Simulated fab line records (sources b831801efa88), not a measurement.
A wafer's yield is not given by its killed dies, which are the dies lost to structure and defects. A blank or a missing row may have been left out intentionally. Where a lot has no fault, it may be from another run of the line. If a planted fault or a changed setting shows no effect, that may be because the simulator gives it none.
fab line records	flow sky130
[record] lots = 5	wafers = 14	last_day = 51
route steps=708 shown VIA2@527 METAL3@532 CAPM@537 PAD_OPEN@708
lots untouched by any fault: they come from a run of this same line in which no faults occurred
start_h: the number of hours between the record's first day and the start of the first shown wafer of the lot	wait_h: time in hours since the lot's previous step	" unchanged from the row above	L1.1+2: several wafers, shown together as one row	- value missing, or start not given	* or withheld: withheld	< > ~ a bound
route shown NAME@n: names a module that has steps shown in the file, with the first one's number in the route	usual: average and standard deviation across the fault-free wafers	same: alike in all rows	chamber/n: place in a boat	sites: each site's reading	_std_site: how widely they spread, as a standard deviation	_edge_site: mean of outer sites minus mean of inner sites	radius_mm: for every site, how far away it sits from the centre of the wafer	mask NAME#n: copy n	behind: tool/chamber where the wafer was last shaped	hold: cause of the lot's hold/its duration in hours/its outcome	device: whichever transistor did not switch (one of n, p or np)	end of line: the route-end tests of the same wafers	a step with no rows: only its recipe	killed: dies that structure and defects cost at the first sort, which is not the same as the wafer's yield	map: per-die view of a wafer (x killed, . not killed, _ where there is no die)
set.NAME: setting as actually run; set.NAME@STEP: the setting as run at that earlier step	model.NAME: the simulator's own value behind a step, which no gauge read
lots at some steps of the route; a table a step, a row a wafer
services: when a tool's chamber went out of use (start_h, in hours from the record's first day, below 0 if earlier), for how many hours, and the reason
[[steps]]
[step SKY_VIA2_SPUTTER_20]
[recipe] material = TiN	target_thk_nm = 20	chamber_pressure_pa = 5	power_w = 4000	time_s = 80
[step SKY_VIA2_CVD_21]
[recipe] material = W	target_thk_nm = 420	time_s = 126.4	temp_c = 400	pressure_torr = 40
[usual] heater_power_w = 856/66
lot.wafer	tool	chamber	start_h	wait_h	heater_power_w
L394.1	cvd_w-01	1	872.46	0.0	843
L394.5	"	0	"	"	844
L394.6	"	1	"	"	836
L401.1	cvd_w-01	1	918.94	0.0	743
L401.3	"	1	"	"	747
L401.4	"	0	"	"	769
L407.4	cvd_w-02	1	967.43	0.1	935
L407.5	"	1	"	"	921
L407.6	"	0	"	"	922
L409.2	cvd_w-01	0	980.18	0.0	784
L409.6	"	0	"	"	787
L416.2	cvd_w-01	1	1022.81	0.0	742
L416.5	"	1	"	"	768
L416.6	"	0	"	"	799
[step SKY_VIA2_RS_MEAS_22]
[recipe] thk_meas_gauge = four-point-probe	reads = W_of_VIA2_CVD_21+TiN_of_VIA2_SPUTTER_20
[usual] VIA2_W_RS = 0.272/0.0054
lot.wafer	tool	chamber	start_h	wait_h	VIA2_W_RS[ohm/sq]
L394.1	film_metro-01	-	872.59	0.1	0.271
L394.5	"	-	"	"	0.275
L394.6	"	-	"	"	0.270
L401.1	film_metro-03	-	919.07	0.1	0.271
L401.3	"	-	"	"	0.275
L401.4	"	-	"	"	0.276
L407.4	film_metro-04	-	967.58	0.1	0.269
L407.5	"	-	"	"	0.265
L407.6	"	-	"	"	0.276
L409.2	film_metro-01	-	980.33	0.1	0.278
L409.6	"	-	"	"	0.277
L416.2	film_metro-04	-	1022.96	0.1	0.273
L416.5	"	-	"	"	0.273
L416.6	"	-	"	"	0.281
[step SKY_VIA2_THK_MEAS_23]
[recipe] thk_meas_gauge = xrf	reads = W_of_VIA2_CVD_21
[usual] VIA2_W_THK = 413/8.1
lot.wafer	tool	chamber	start_h	wait_h	VIA2_W_THK[nm]
L394.1	film_metro-01	-	872.71	0.1	412
L394.5	"	-	"	"	406
L394.6	"	-	"	"	412
L401.1	film_metro-03	-	919.19	0.1	423
L401.3	"	-	"	"	421
L401.4	"	-	"	"	419
L407.4	film_metro-04	-	967.67	0.1	418
L407.5	"	-	"	"	424
L407.6	"	-	"	"	407
L409.2	film_metro-01	-	980.44	0.1	405
L409.6	"	-	"	"	405
L416.2	film_metro-04	-	1023.07	0.1	418
L416.5	"	-	"	"	410
L416.6	"	-	"	"	401
[step SKY_VIA2_CMP_24]
[recipe] stop_on = SiO2	t_overpolish_s = 20	down_force_psi = 3.5	platen_rpm = 60	target_thk_nm = 0	pad_velocity_m_s = 0.94248
[step SKY_METAL3_SPUTTER_00]
[recipe] material = Ti	target_thk_nm = 15	power_w = 3000	time_s = 10	chamber_pressure_pa = 0.4
[step SKY_METAL3_SPUTTER_01]
[recipe] material = TiN	target_thk_nm = 20	power_w = 6500	time_s = 16.7	chamber_pressure_pa = 0.4
[step SKY_METAL3_SPUTTER_02]
[recipe] material = AlCu	target_thk_nm = 735	power_w = 10600	time_s = 39.1	chamber_pressure_pa = 0.4
[step SKY_METAL3_SPUTTER_03]
[recipe] material = Ti	target_thk_nm = 5	power_w = 3000	time_s = 3.3	chamber_pressure_pa = 0.4
[step SKY_METAL3_SPUTTER_04]
[recipe] material = TiN	target_thk_nm = 70	power_w = 6500	time_s = 58.3	chamber_pressure_pa = 0.4
[usual] throttle_valve_pct = 30.2/1.2
lot.wafer	tool	chamber	start_h	wait_h	throttle_valve_pct
L394.1	pvd_sputter-01	-	873.18	0.0	31.2
L394.5	"	-	"	"	31.4
L394.6	"	-	"	"	31.2
L401.1	pvd_sputter-02	-	919.66	0.0	30.9
L401.3	"	-	"	"	28.9
L401.4	"	-	"	"	28.8
L407.4	pvd_sputter-04	-	968.10	0.0	28.0
L407.5	"	-	"	"	28.3
L407.6	"	-	"	"	30.3
L409.2	pvd_sputter-04	-	980.90	0.0	28.3
L409.6	"	-	"	"	29.8
L416.2	pvd_sputter-04	-	1023.52	0.0	30.1
L416.5	"	-	"	"	30.7
L416.6	"	-	"	"	28.2
[step SKY_CAPM_CVD_00]
[recipe] material = SiO2	target_thk_nm = 15.5	temp_c = 400	time_s = withheld	rf_w = 450
[step SKY_CAPM_THK_MEAS_01]
[recipe] reads = SiO2_of_CAPM_CVD_00
[usual] CAPM_CVD_00_THK = 15.56/0.28
lot.wafer	tool	chamber	start_h	wait_h	CAPM_CVD_00_THK[nm]
L394.1	film_metro-01	-	873.25	-	15.63
L394.5	"	-	"	"	15.60
L394.6	"	-	"	"	15.62
L401.1	film_metro-02	-	919.74	-	15.28
L401.3	"	-	"	"	15.74
L401.4	"	-	"	"	15.77
L407.4	film_metro-03	-	968.20	-	16.17
L407.5	"	-	"	"	15.61
L407.6	"	-	"	"	15.58
L409.2	film_metro-01	-	980.98	-	15.68
L409.6	"	-	"	"	16.04
L416.2	film_metro-03	-	1023.60	-	15.57
L416.5	"	-	"	"	15.40
L416.6	"	-	"	"	15.81
[step SKY_CAPM_SPUTTER_02]
[recipe] material = TiN	target_thk_nm = 200	temp_c = 300	power_w = 6500	time_s = 166.7	chamber_pressure_pa = 0.4
[usual] throttle_valve_pct = 29.4/0.98
lot.wafer	tool	chamber	start_h	wait_h	throttle_valve_pct	model.TiN_of_CAPM_SPUTTER_02.thk_nm
L394.1	pvd_sputter-03	-	873.31	0.1	27.9	201.6
L394.5	"	-	"	"	28.7	198.1
L394.6	"	-	"	"	30.0	201.7
L401.1	pvd_sputter-04	-	919.80	0.1	30.7	199.4
L401.3	"	-	"	"	28.7	198.8
L401.4	"	-	"	"	30.2	200.9
L407.4	pvd_sputter-02	-	968.23	0.0	29.7	207.1
L407.5	"	-	"	"	30.6	204
L407.6	"	-	"	"	29.1	202.5
L409.2	pvd_sputter-03	-	981.03	0.0	27.9	202.2
L409.6	"	-	"	"	29.1	202.9
L416.2	pvd_sputter-02	-	1023.65	0.0	29.1	200.4
L416.5	"	-	"	"	29.1	198.8
L416.6	"	-	"	"	29.6	201.9
[step SKY_CAPM_RS_MEAS_03]
[recipe] thk_meas_gauge = four-point-probe	reads = TiN_of_CAPM_SPUTTER_02
[usual] CAPM_TIN_RS = 6.90/0.088
lot.wafer	tool	chamber	start_h	wait_h	CAPM_TIN_RS[ohm/sq]
L394.1	film_metro-02	-	873.42	0.1	6.86
L394.5	"	-	"	"	6.98
L394.6	"	-	"	"	6.86
L401.1	film_metro-01	-	919.91	0.1	6.92
L401.3	"	-	"	"	6.96
L401.4	"	-	"	"	6.87
L407.4	film_metro-03	-	968.40	0.1	6.69
L407.5	"	-	"	"	6.78
L407.6	"	-	"	"	6.84
L409.2	film_metro-03	-	981.16	0.1	6.84
L409.6	"	-	"	"	6.80
L416.2	film_metro-01	-	1023.78	0.1	6.90
L416.5	"	-	"	"	6.96
L416.6	"	-	"	"	6.84
[step SKY_CAPM_THK_MEAS_04]
[recipe] thk_meas_gauge = xrf	reads = TiN_of_CAPM_SPUTTER_02
[usual] CAPM_TIN_THK = 196/3.1
lot.wafer	tool	chamber	start_h	wait_h	CAPM_TIN_THK[nm]
L394.1	film_metro-02	-	873.54	0.1	196
L394.5	"	-	"	"	194
L394.6	"	-	"	"	197
L401.1	film_metro-01	-	920.03	0.1	195
L401.3	"	-	"	"	195
L401.4	"	-	"	"	197
L407.4	film_metro-03	-	968.49	0.1	205
L407.5	"	-	"	"	202
L407.6	"	-	"	"	200
L409.2	film_metro-03	-	981.27	0.1	200
L409.6	"	-	"	"	201
L416.2	film_metro-01	-	1023.89	0.1	197
L416.5	"	-	"	"	194
L416.6	"	-	"	"	198
[step SKY_CAPM_DEHYDRATE_05]
[recipe] temp_c = 200	time_s = 60
[step SKY_CAPM_HMDS_06]
[recipe] prime_time_s = 60	prime_temp_c = 120
[step SKY_CAPM_COAT_07]
[recipe] resist = NOVOLAK	spin_rpm = 3000	resist_thk_nm = 1140
[step SKY_CAPM_SOFTBAKE_08]
[recipe] temp_c = 90	time_s = 60	resist = NOVOLAK
[step SKY_CAPM_EXPOSE_09]
[recipe] mask_id = CAPM	na = 0.6	source_shape = conventional	sigma_outer = 0.6	polarization = unpolarized	target_cd_nm = 1000	dose_mj = 159
[step SKY_CAPM_PEB_10]
[recipe] temp_c = withheld	time_s = *	resist = NOVOLAK
[step SKY_CAPM_DEVELOP_11]
[recipe] resist = NOVOLAK	developer = TMAH	develop_time_s = 60	dev_temp_c = 23
[step SKY_CAPM_OVL_MEAS_12]
[usual] CAPM_OVL = 0.2/1.3
lot.wafer	tool	chamber	start_h	wait_h	CAPM_OVL[nm]
L394.1	overlay-01	-	899.09	0.1	0.9
L394.5	"	-	"	"	2.5
L394.6	"	-	"	"	2.7
L401.1	overlay-02	-	945.29	0.1	0.1
L401.3	"	-	"	"	-2.2
L401.4	"	-	"	"	-0.1
L407.4	overlay-01	-	993.51	0.1	-2.4
L407.5	"	-	"	"	-0.2
L407.6	"	-	"	"	-2.6
L409.2	overlay-02	-	1005.22	0.1	-0.3
L409.6	"	-	"	"	-0.6
L416.2	overlay-02	-	1046.80	0.1	-1.3
L416.5	"	-	"	"	-2.0
L416.6	"	-	"	"	-1.5
[step SKY_CAPM_METAL_ETCH_13]
[recipe] target_depth_nm = 220	stop_on = SiO2	chemistry = Cl2/BCl3	target = TiN	pressure_mtorr = 10	icp_w = 900	bias_w = 48.5	Cl2_flow_sccm = 60	bcl3_flow_sccm = 30	time_s = 62.9
[usual] drypump_motor_current_A = 5.86/0.29	oes_product_au = 0.942/0.0082	throttle_valve_pct = 21.900/0.011
lot.wafer	tool	chamber	start_h	wait_h	drypump_motor_current_A	oes_product_au	rf_hours_counter_h	throttle_valve_pct	model.etch.depth_nm	model.CAPM.feature_depth_nm
L394.1	rie_metal-03	1	899.13	0.0	5.41	0.946	11	21.891	201.6	201.6
L394.5	"	0	"	"	6.26	0.932	-	21.902	198.1	198.1
L394.6	"	1	"	"	5.41	0.957	-	21.908	201.7	201.7
L401.1	rie_metal-01	1	945.33	0.0	5.74	0.949	6	21.896	199.4	199.4
L401.3	"	1	"	"	5.73	0.937	-	21.894	198.8	198.8
L401.4	"	0	"	"	5.65	0.950	-	21.900	200.9	200.9
L407.4	rie_metal-01	0	993.55	0.0	5.66	0.955	-	21.890	207.1	207.1
L407.5	"	0	"	"	5.67	0.946	-	21.879	204	204
L407.6	"	1	"	"	5.76	0.951	-	21.880	202.5	202.5
L409.2	rie_metal-01	0	1005.25	0.0	5.65	0.943	6	21.879	202.2	202.2
L409.6	"	1	"	"	5.74	0.955	-	21.880	202.9	202.9
L416.2	rie_metal-02	0	1046.83	0.0	6.27	0.942	17	21.903	200.4	200.4
L416.5	"	0	"	"	6.26	0.937	-	21.895	198.8	198.8
L416.6	"	1	"	"	5.90	0.943	-	21.904	201.9	201.9
[step SKY_CAPM_STRIP_14]
[recipe] chemistry = O2/N2	power_w = 1400	pressure_mtorr = 1500	platen_temp_c = withheld	o2_flow_sccm = 3000	n2_flow_sccm = 300	overash_fraction = 0.5
[usual] drypump_motor_current_A = 5.7/0.5	oes_product_au = 0.711/0.0043	strip_time_to_endpoint_s = 12.66/0.054
lot.wafer	tool	chamber	start_h	wait_h	drypump_motor_current_A	oes_product_au	rf_hours_counter_h	strip_time_to_endpoint_s
L394.1	plasma_asher-01	0	899.21	0.1	5.0	0.708	79	12.68
L394.5	"	1	"	"	5.8	0.706	-	12.64
L394.6	"	0	"	"	5.0	0.710	-	12.65
L401.1	plasma_asher-04	1	945.40	0.1	6.1	0.715	19	12.65
L401.3	"	0	"	"	6.4	0.707	-	12.64
L401.4	"	1	"	"	6.1	0.705	-	12.54
L407.4	plasma_asher-01	1	993.64	0.1	5.8	0.716	-	12.54
L407.5	"	0	"	"	5.0	0.707	-	12.57
L407.6	"	1	"	"	5.8	0.712	-	12.62
L409.2	plasma_asher-01	1	1005.33	0.1	5.9	0.713	90	12.62
L409.6	"	1	"	"	5.8	0.713	-	12.74
L416.2	plasma_asher-01	1	1046.91	0.1	5.8	0.713	94	12.68
L416.5	"	0	"	"	5.0	0.711	-	12.72
L416.6	"	1	"	"	5.8	0.707	-	12.67
[step SKY_CAPM_STRIP_15]
[recipe] chemistry = post_etch_residue_remover	time_s = 1200	temp_c = 72.5
[step SKY_CAPM_CLEAN_16]
[recipe] chemistry = IPA	time_s = 180	temp_c = 25
[step SKY_CAPM_CLEAN_17]
[recipe] chemistry = O3/DIW	dry = n2_spin
[step SKY_METAL3_DEHYDRATE_05]
[recipe] temp_c = 200	time_s = 60
[step SKY_METAL3_HMDS_06]
[recipe] prime_time_s = 60	prime_temp_c = 120
[step SKY_METAL3_COAT_07]
[recipe] resist = BARC	temp_c = withheld	time_s = withheld	spin_rpm = 3000	resist_thk_nm = 60
[step SKY_METAL3_COAT_08]
[recipe] resist = KrF-thick	spin_rpm = 3000	resist_thk_nm = 1140
[step SKY_METAL3_SOFTBAKE_09]
[recipe] temp_c = 100	time_s = 90	resist = KrF-thick
[step SKY_METAL3_EXPOSE_10]
[recipe] mask_id = MM3	na = 0.68	source_shape = annular	sigma_inner = 0.4	sigma_outer = 0.8	target_cd_nm = 300	dose_mj = 28
[step SKY_METAL3_PEB_11]
[recipe] peb_temp_c = withheld	peb_time_s = withheld	resist = KrF-thick
[step SKY_METAL3_DEVELOP_12]
[recipe] develop_time_s = 60	resist = KrF-thick	dev_temp_c = 21
[step SKY_METAL3_CD_MEAS_13]
[recipe] target_cd_nm = 300
[usual] cd_nm = 299.8/1.5
lot.wafer	tool	chamber	start_h	wait_h	cd_nm
L394.1	cd_sem-02	-	925.14	-	302.2
L394.5	"	-	"	"	302.7
L394.6	"	-	"	"	303.2
L401.1	cd_sem-01	-	970.39	-	299.9
L401.3	"	-	"	"	300.4
L401.4	"	-	"	"	301.0
L407.4	cd_sem-02	-	1018.29	-	298.0
L407.5	"	-	"	"	299.2
L407.6	"	-	"	"	298.7
L409.2	cd_sem-01	-	1029.76	-	299.5
L409.6	"	-	"	"	300.1
L416.2	cd_sem-01	-	1069.55	-	299.8
L416.5	"	-	"	"	300.4
L416.6	"	-	"	"	300.9
[step SKY_METAL3_OVL_MEAS_14]
[usual] METAL3_OVL = 1/5
lot.wafer	tool	chamber	start_h	wait_h	METAL3_OVL[nm]
L394.1	overlay-02	-	925.26	0.1	-1
L394.5	"	-	"	"	1
L394.6	"	-	"	"	2
L401.1	overlay-01	-	970.51	0.1	-9
L401.3	"	-	"	"	0
L401.4	"	-	"	"	-3
L407.4	overlay-01	-	1018.37	0.1	5
L407.5	"	-	"	"	1
L407.6	"	-	"	"	2
L409.2	overlay-01	-	1029.87	0.1	7
L409.6	"	-	"	"	-3
L416.2	overlay-01	-	1069.65	0.1	5
L416.5	"	-	"	"	9
L416.6	"	-	"	"	1
[step SKY_METAL3_DESCUM_15]
[recipe] chemistry = O2	source_power_w = 150	bias_power_w = 0	pressure_mtorr = 10	temp_c = 40	time_s = 8
[usual] drypump_motor_current_A = 5.9/0.42	oes_product_au = 0.983/0.0071
[same] bias_power_w = 0
lot.wafer	tool	chamber	start_h	wait_h	drypump_motor_current_A	oes_product_au	rf_hours_counter_h
L394.1	rie_metal-03	1	925.30	0.0	5.4	0.979	12
L394.5	"	1	"	"	5.4	0.970	-
L394.6	"	1	"	"	5.4	0.966	-
L401.1	rie_metal-02	1	970.55	0.0	5.9	0.989	5
L401.3	"	1	"	"	5.9	0.984	-
L401.4	"	0	"	"	6.3	0.981	-
L407.4	rie_metal-02	0	1018.39	0.0	6.3	0.976	-
L407.5	"	0	"	"	6.3	0.981	-
L407.6	"	1	"	"	5.8	0.987	-
L409.2	rie_metal-04	1	1029.91	0.0	5.2	0.977	-
L409.6	"	1	"	"	5.2	0.991	-
L416.2	rie_metal-04	0	1069.68	0.0	6.3	0.994	2
L416.5	"	0	"	"	6.3	0.986	-
L416.6	"	1	"	"	5.2	0.978	-
[step SKY_METAL3_ETCH_16]
[recipe] chemistry = N2/H2	target = BARC	ion_energy_ev = 200	bias_w = 100	pressure_mtorr = 30	n2_flow_sccm = 100	h2_flow_sccm = 200	icp_w = 500	stop_on = SiO2	time_s = 88.2	target_depth_a = 600
[usual] drypump_motor_current_A = 5.9/0.42	oes_product_au = 0.625/0.0043	throttle_valve_pct = 13.204/0.01
lot.wafer	tool	chamber	start_h	wait_h	drypump_motor_current_A	oes_product_au	rf_hours_counter_h	throttle_valve_pct
L394.1	rie_metal-03	1	925.36	0.1	5.4	0.625	12	13.194
L394.5	"	1	"	"	5.4	0.625	-	13.203
L394.6	"	1	"	"	5.4	0.622	-	13.198
L401.1	rie_metal-02	1	970.58	0.0	5.8	0.628	5	13.195
L401.3	"	1	"	"	5.9	0.624	-	13.219
L401.4	"	0	"	"	6.3	0.621	-	13.201
L407.4	rie_metal-02	0	1018.45	0.0	6.3	0.623	-	13.216
L407.5	"	0	"	"	6.3	0.618	-	13.207
L407.6	"	1	"	"	5.9	0.617	-	13.192
L409.2	rie_metal-04	1	1030.00	0.1	5.2	0.625	-	13.202
L409.6	"	1	"	"	5.2	0.620	-	13.206
L416.2	rie_metal-04	0	1069.72	0.0	6.3	0.628	2	13.214
L416.5	"	0	"	"	6.3	0.625	-	13.217
L416.6	"	1	"	"	5.2	0.626	-	13.203
[step SKY_METAL3_ETCH_17]
[recipe] target = SiO2	stop_on = TiN	chemistry = C4F8/O2/Ar	source_w = 1500	bias_w = 1200	pressure_mtorr = 40	c4f8_flow_sccm = withheld	O2_flow_sccm = 6	Ar_flow_sccm = 300	time_s = 3.9	target_depth_a = 150
[step SKY_METAL3_METAL_ETCH_18]
[recipe] target_depth_a = 8450	stop_on = SiO2	over_etch_frac = 0.3	time_s = 183.1	chemistry = Cl2/BCl3	resist_sidewall_deg = 88	pressure_mtorr = 10	icp_w = 900	bias_w = 48.5	Cl2_flow_sccm = 60	bcl3_flow_sccm = 30
[step SKY_METAL3_STRIP_20]
[recipe] chemistry = post_etch_residue_remover	time_s = 1200	temp_c = 72.5
lot.wafer	tool	chamber	start_h	wait_h	model.TiN_of_CAPM_SPUTTER_02.thk_nm
L394.1+6	wet_bench-03	3	925.86	0.1	200.8
L394.5	"	3	"	"	197.3
L401.1	wet_bench-01	1	970.98	0.1	198.6
L401.3	"	1	"	"	198
L401.4	"	1	"	"	200.1
L407.4	wet_bench-01	1	1018.99	0.0	206.2
L407.5	"	1	"	"	203.2
L407.6	"	1	"	"	201.7
L409.2	wet_bench-02	0	1030.46	0.1	201.3
L409.6	"	0	"	"	202.1
L416.2	wet_bench-02	1	1070.11	0.1	199.6
L416.5	"	1	"	"	198
L416.6	"	1	"	"	201.1
[step SKY_PAD_OPEN_PROBE_99]
[usual] defect_limited_yield = 82.7/1.9	killed_at_M0_to_M3 = 44/7.2	killed_at_M4_up = 2.9/1.8	killed_at_contacts = 24/5.2	killed_at_front_end = 15/4	killed_at_other = 0.2/0.49	killed_dies = 85/9.1	killed_open = 47/6.8	killed_short = 38/5.7	sort_bin_3_pad_short = 0.9/0.44	sort_bin_5_function = 10.3/1.4	sort_bin_6_memory = 6.2/1.1	sort_n_pass = 407/9.1	sort_yield_pct = 82.7/1.9
[same] gross_dies = 492	killed_at_back_side = 0	sort_bin_4_leakage[%] = 0	sort_bin_8_speed[%] = 0
lot.wafer	tool	chamber	start_h	wait_h	defect_limited_yield[%]	killed_at_M0_to_M3	killed_at_M4_up	killed_at_contacts	killed_at_front_end	killed_at_other	killed_dies	killed_open	killed_short	sort_bin_3_pad_short[%]	sort_bin_5_function[%]	sort_bin_6_memory[%]	sort_n_pass	sort_yield_pct[%]	model.etest.cap_mim.plate_ohm_sq
L394.1	prober-02	-	1101.19	0.1	81.9	36	10	22	20	1	89	51	38	1.2	11.0	5.9	403	81.9	5.949
L394.5	prober-02	-	1101.39	0.2	84.1	39	1	25	13	0	78	45	33	0.4	9.6	5.9	414	84.1	6.019
L394.6	prober-02	-	1101.44	0.2	84.6	39	1	20	16	0	76	45	31	0.6	9.8	5.1	416	84.6	6
L401.1	prober-02	-	1136.42	0.1	83.3	40	1	26	15	0	82	47	35	1.0	10.8	4.9	410	83.3	5.997
L401.3	prober-02	-	1136.52	0.2	84.3	41	1	25	9	1	77	46	31	0.4	7.3	7.9	415	84.3	5.974
L401.4	prober-02	-	1136.57	0.2	79.9	58	2	25	13	1	99	54	45	1.2	11.6	7.3	393	79.9	5.936
L407.4	prober-01	-	1175.42	0.2	82.5	39	2	24	20	1	86	48	38	1.2	10.2	6.1	406	82.5	5.768
L407.5	prober-01	-	1175.47	0.2	83.5	26	5	29	20	1	81	37	44	1.0	9.1	6.3	411	83.5	5.859
L407.6	prober-01	-	1175.52	0.2	86.4	29	1	25	10	2	67	39	28	0.4	8.1	5.1	425	86.4	5.908
L409.2	prober-01	-	1184.23	0.1	82.5	42	5	19	20	0	86	46	40	1.0	10.8	5.7	406	82.5	5.905
L409.6	prober-01	-	1184.43	0.2	81.3	47	1	27	17	0	92	51	41	1.2	11.4	6.1	400	81.3	6
L416.2	prober-02	-	1212.96	0.1	85.6	40	2	14	14	1	71	40	31	0.4	8.9	5.1	421	85.6	5.966
L416.5	prober-02	-	1213.11	0.2	84.3	40	5	21	11	0	77	46	31	0.2	9.8	5.7	415	84.3	6.114
L416.6	prober-02	-	1213.16	0.2	82.9	53	3	14	14	0	84	50	34	0.4	10.0	6.7	408	82.9	5.975
// killed by level:class
L394.1 CONTACT:geometric_particle:open=9 LI_CONTACT:geometric_particle:open=7 METAL1:geometric_particle:short=7 VIA1:geometric_particle:open=7 VIA2:geometric_particle:open=6 FIELD_ISO:geometric_particle:short=5 POLY_GATE:geometric_particle:short=5 METAL4:geometric_particle:short=5
L394.5 CONTACT:geometric_particle:open=8 VIA2:geometric_particle:open=7 CONTACT:geometric_particle:short=6 VIA1:geometric_particle:open=6 METAL1:geometric_particle:short=5 LI_CONTACT:geometric_particle:open=5 VIA3:geometric_particle:open=5 POLY_GATE:geometric_particle:open=4
L394.6 VIA1:geometric_particle:open=11 CONTACT:geometric_particle:open=10 VIA1:geometric_particle:short=6 VIA3:geometric_particle:open=6 FIELD_ISO:geometric_particle:short=5 LI_CONTACT:geometric_particle:open=5 FIELD_ISO:geometric_particle:open=4 METAL1:geometric_particle:short=4
L401.1 CONTACT:geometric_particle:open=13 VIA1:geometric_particle:open=10 VIA2:geometric_particle:open=7 FIELD_ISO:geometric_particle:short=6 LI_CONTACT:geometric_particle:open=5 METAL1:geometric_particle:short=5 VIA1:geometric_particle:short=5 LOCAL_INTERCONNECT:geometric_particle:short=4
L401.3 VIA1:geometric_particle:open=14 LI_CONTACT:geometric_particle:open=9 VIA3:geometric_particle:open=8 CONTACT:geometric_particle:short=6 METAL3:geometric_particle:short=5 CONTACT:geometric_particle:open=4 METAL2:geometric_particle:short=4 VIA2:geometric_particle:open=4
L401.4 VIA2:geometric_particle:open=10 VIA1:geometric_particle:open=10 CONTACT:geometric_particle:open=10 VIA3:geometric_particle:open=10 CONTACT:geometric_particle:short=6 METAL1:geometric_particle:short=6 METAL2:geometric_particle:short=6 VIA2:geometric_particle:short=6
L407.4 CONTACT:geometric_particle:open=10 POLY_GATE:geometric_particle:open=9 VIA1:geometric_particle:open=9 VIA2:geometric_particle:open=7 LI_CONTACT:geometric_particle:open=6 METAL2:geometric_particle:short=6 CONTACT:geometric_particle:short=5 METAL1:geometric_particle:short=5
L407.5 LOCAL_INTERCONNECT:geometric_particle:short=7 VIA1:geometric_particle:open=7 CONTACT:geometric_particle:open=7 FIELD_ISO:geometric_particle:short=6 VIA1:geometric_particle:short=6 LI_CONTACT:geometric_particle:open=5 METAL4:geometric_particle:short=4 LI_CONTACT:geometric_particle:short=4
L407.6 CONTACT:geometric_particle:open=8 VIA1:geometric_particle:open=7 LI_CONTACT:geometric_particle:open=7 LOCAL_INTERCONNECT:geometric_particle:short=5 VIA1:geometric_particle:short=4 FIELD_ISO:geometric_particle:short=3 POLY_GATE:geometric_particle:short=3 CONTACT:geometric_particle:short=3
L409.2 CONTACT:geometric_particle:open=8 METAL2:geometric_particle:short=7 FIELD_ISO:geometric_particle:open=6 VIA1:geometric_particle:open=6 METAL1:geometric_particle:short=5 SPACER:geometric_particle:open=4 LI_CONTACT:geometric_particle:open=4 VIA3:geometric_particle:open=4
L409.6 VIA1:geometric_particle:open=12 CONTACT:geometric_particle:open=7 VIA2:geometric_particle:open=7 POLY_GATE:geometric_particle:open=6 LOCAL_INTERCONNECT:geometric_particle:short=6 CONTACT:geometric_particle:short=6 METAL1:geometric_particle:short=6 LI_CONTACT:geometric_particle:open=5
L416.2 VIA3:geometric_particle:open=11 VIA1:geometric_particle:open=7 CONTACT:geometric_particle:open=5 METAL1:geometric_particle:short=5 FIELD_ISO:geometric_particle:open=4 METAL3:geometric_particle:short=4 LOCAL_INTERCONNECT:geometric_particle:short=4 VIA1:geometric_particle:short=4
L416.5 VIA1:geometric_particle:open=9 CONTACT:geometric_particle:open=8 VIA2:geometric_particle:open=7 METAL1:geometric_particle:short=6 LI_CONTACT:geometric_particle:short=5 VIA3:geometric_particle:open=5 VIA1:geometric_particle:short=4 POLY_GATE:geometric_particle:short=3
L416.6 VIA1:geometric_particle:open=15 METAL1:geometric_particle:short=11 VIA3:geometric_particle:open=10 POLY_GATE:geometric_particle:open=7 VIA2:geometric_particle:open=6 LOCAL_INTERCONNECT:geometric_particle:short=4 CONTACT:geometric_particle:open=4 METAL2:geometric_particle:short=4
[[services]]
tool	chamber	start_h	hours	kind
pvd_sputter-04	-	850.83	2.8	repair
cvd_w-02	-	862.20	14.6	pm
rie_metal-01	0	862.23	-	clean
wet_bench-03	-	871.79	1.9	pm
cvd_w-01	-	904.00	14.0	pm
cvd_w-01	0	904.00	14.0	vent_cycle
cvd_w-01	1	904.00	14.0	vent_cycle
wet_bench-01	-	911.69	1.0	repair
cvd_w-01	0	918.00	-	clean
cvd_w-01	1	918.00	-	clean
rie_metal-03	0	925.01	1.5	repair
pvd_sputter-04	-	950.92	4.6	repair
pvd_sputter-01	-	962.29	24.6	repair
cvd_w-01	-	967.39	6.9	pm
wet_bench-02	-	982.12	1.9	pm
wet_bench-01	-	986.01	8.0	repair
pvd_sputter-03	-	987.38	2.8	repair
cvd_w-02	-	1009.64	6.0	pm
rie_metal-04	0	1013.26	-	clean
rie_metal-04	0	1013.26	18.1	scheduled_down
rie_metal-04	0	1013.26	18.1	vent_cycle
pvd_sputter-04	-	1026.40	2.1	repair
rie_metal-03	1	1032.84	12.0	repair
rie_metal-04	-	1051.16	2.8	pm
[[key]]
first_sign none at tools or gauges
[model_effect] step = SKY_CAPM_SPUTTER_02	value = TiN_of_CAPM_SPUTTER_02.thk_nm	without = 197.5	struck = 202.9
[model_effect] step = SKY_CAPM_METAL_ETCH_13	value = etch.depth_nm	without = 197.5	struck = 202.9
[model_effect] step = SKY_METAL3_STRIP_20	value = TiN_of_CAPM_SPUTTER_02.thk_nm	without = 196.7	struck = 202.1
[model_effect] step = SKY_PAD_OPEN_PROBE_99	value = etest.cap_mim.plate_ohm_sq	without = 6.163	struck = 6
met_at SKY_CAPM_SPUTTER_02
struck_wafers L409.6
onset_between 873.31 981.03
[fault] kind = process_parameter_drift	tool = pvd_sputter-03	chamber = -	onset_h = 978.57	steps = SKY_CAPM_SPUTTER_02	channel = target_thk_nm	offset = 5.3784	shape = step	end_h = 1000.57	scope = struck_wafers_only	acts_in = these_recipes_only	stated = 200
